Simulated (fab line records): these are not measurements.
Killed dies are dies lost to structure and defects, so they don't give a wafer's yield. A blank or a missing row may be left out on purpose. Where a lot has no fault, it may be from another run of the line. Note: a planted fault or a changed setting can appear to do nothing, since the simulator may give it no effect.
A lot that was struck, set against a sound lot | flow sky130 | 26 out of 708 route steps
Sound: wafers L246.1, L246.4, L246.5. Struck: wafers L253.3, L253.5 (left out: L253.6, a lot-mate that was not struck); the cause follows at the end.
For every step that has rows: the tool of each side, followed by ch and its chambers, followed by its first start. Under that, the readings that differ: sound wafers | struck wafers | difference of the means | sigmas: that difference in standard deviations of wafers without a fault.
alike: readings whose means differ by less than 2 such deviations, and words and numbers that are the same on both sides. not compared: withheld readings, readings that some wafer has no value for, bounds like >300 that may hide the same value, and numbers for which the record gives no deviation and whose values overlap.
Wherever a step has rows on one side only, a row that says differs or no value, or a row with sigmas, the two part there. Numbers that have no deviation but don't overlap get no sigmas and don't part them. A reading that every wafer of one side lacks parts them only if that side has two wafers or more.

first, 5 steps without rows for these wafers: SKY_RES_PROTECT_SOFTBAKE_03 (time 60 s); SKY_RES_PROTECT_EXPOSE_04 (exposes mask RPM, target cd 1270 nm); SKY_RES_PROTECT_PEB_05; SKY_RES_PROTECT_DEVELOP_06 (develop time 60 s); SKY_POLY_GATE_IMPLANT_02.
SKY_RES_PROTECT_STRIP_07: strips in O2/N2.
  sound on plasma asher-03 ch 0,1, day 17 14:31; struck on plasma asher-04 ch 0,1, day 20 18:16
  alike: drypump motor current A, oes product au, strip time to endpoint s
  not compared: rf hours counter h
SKY_RES_PROTECT_TW_MEAS_08:
  struck on film metro-01, day 20 18:21; sound on film metro-04, day 17 14:37
  alike: POLY_GATE_TW
then, 2 steps without rows for these wafers: SKY_RES_PROTECT_CLEAN_09 (cleans in SC1/SC2, time 150 s); SKY_POLY_GATE_CVD_03 (deposits Si3N4 from DCS/NH3, target thk 75 nm, time 1290 s).
SKY_POLY_GATE_THK_MEAS_04:
  struck on film metro-01, day 20 19:49; sound on film metro-04, day 17 17:05
  alike: POLY_GATE_CVD_03_THK
then, 2 steps without rows for these wafers: SKY_POLY_GATE_DEHYDRATE_05 (time 60 s); SKY_POLY_GATE_HMDS_06 (prime time 60 s).
SKY_POLY_GATE_COAT_07: resist thk 110 nm.
  sound on litho track-02 ch 0, day 18 07:01; struck on litho track-04 ch 0, day 21 10:20
  reading                                     | sound           | struck    | difference | sigmas
  model.BARC_of_POLY_GATE_COAT_07.thk nm (nm) | 109.9 109.7 110 | 118 117.9 | +8         |
then, 5 steps without rows for these wafers: SKY_POLY_GATE_COAT_08 (resist thk 450 nm); SKY_POLY_GATE_SOFTBAKE_09 (time 90 s); SKY_POLY_GATE_EXPOSE_10 (exposes mask P1M, target cd 150 nm); SKY_POLY_GATE_PEB_11; SKY_POLY_GATE_DEVELOP_12 (develop time 60 s).
SKY_POLY_GATE_CD_MEAS_13 targets a cd of 150 nm.
  struck on cd sem-01, day 22 02:32; sound on cd sem-02, day 18 22:45
  alike: cd nm
SKY_POLY_GATE_OVL_MEAS_14:
  struck on overlay-01, day 22 02:38; sound on overlay-01, day 18 22:52
  alike: POLY_GATE_OVL
SKY_POLY_GATE_ETCH_15: etches BARC in N2/H2, stops on SiO2, time 118.5 s, target depth 110 nm.
  sound on rie diel-02 ch 0,2,3, day 18 22:55; struck on rie diel-02 ch 3, day 22 02:40
  reading                  | sound             | struck      | difference | sigmas
  oes product au (a.u.)    | 0.714 0.716 0.718 | 0.740 0.742 | +0.025     | +6
  model.etch.depth nm (nm) | 109.9 109.7 110   | 118 117.9   | +8         |
  alike: drypump motor current A, throttle valve pct
  not compared: rf hours counter h
SKY_POLY_GATE_ETCH_16: etches Si3N4 in CH3F/O2, stops on poly-Si, time 147.5 s, target depth 75 nm.
  sound on rie diel-02 ch 0,2,3, day 18 22:59; struck on rie diel-02 ch 3, day 22 02:44
  alike: drypump motor current A, oes product au, throttle valve pct
  not compared: rf hours counter h
SKY_POLY_GATE_ETCH_17: etches poly-Si in HBr/Cl2, stops on SiO2, target depth 180 nm, time 70.5 s.
  sound on rie si-01 ch 0,1,3, day 18 23:05; struck on rie si-01 ch 2, day 22 02:50
  alike: drypump motor current A, mfc cl2 sccm, oes product au, throttle valve pct
  not compared: rf hours counter h
SKY_POLY_GATE_STRIP_18: strips in O2/N2.
  sound on plasma asher-03 ch 0,1, day 18 23:09; struck on plasma asher-03 ch 0,1, day 22 02:56
  reading                      | sound          | struck    | difference | sigmas
  strip time to endpoint s (s) | 3.17 3.11 3.12 | 3.27 3.26 | +0.13      | +4
  alike: drypump motor current A, oes product au
  not compared: rf hours counter h
then, 1 step without rows for these wafers: SKY_POLY_GATE_CLEAN_19 (cleans in SC1/SC2, time 150 s).
SKY_PAD_OPEN_PROBE_99:
  rows exist in the record for the sound wafers here (prober-02, day 47 20:33), none for the struck ones

== WHERE THEY PART ==
First at SKY_POLY_GATE_ETCH_15; last, within this record, at SKY_PAD_OPEN_PROBE_99.

WHY: whatever the simulator had introduced
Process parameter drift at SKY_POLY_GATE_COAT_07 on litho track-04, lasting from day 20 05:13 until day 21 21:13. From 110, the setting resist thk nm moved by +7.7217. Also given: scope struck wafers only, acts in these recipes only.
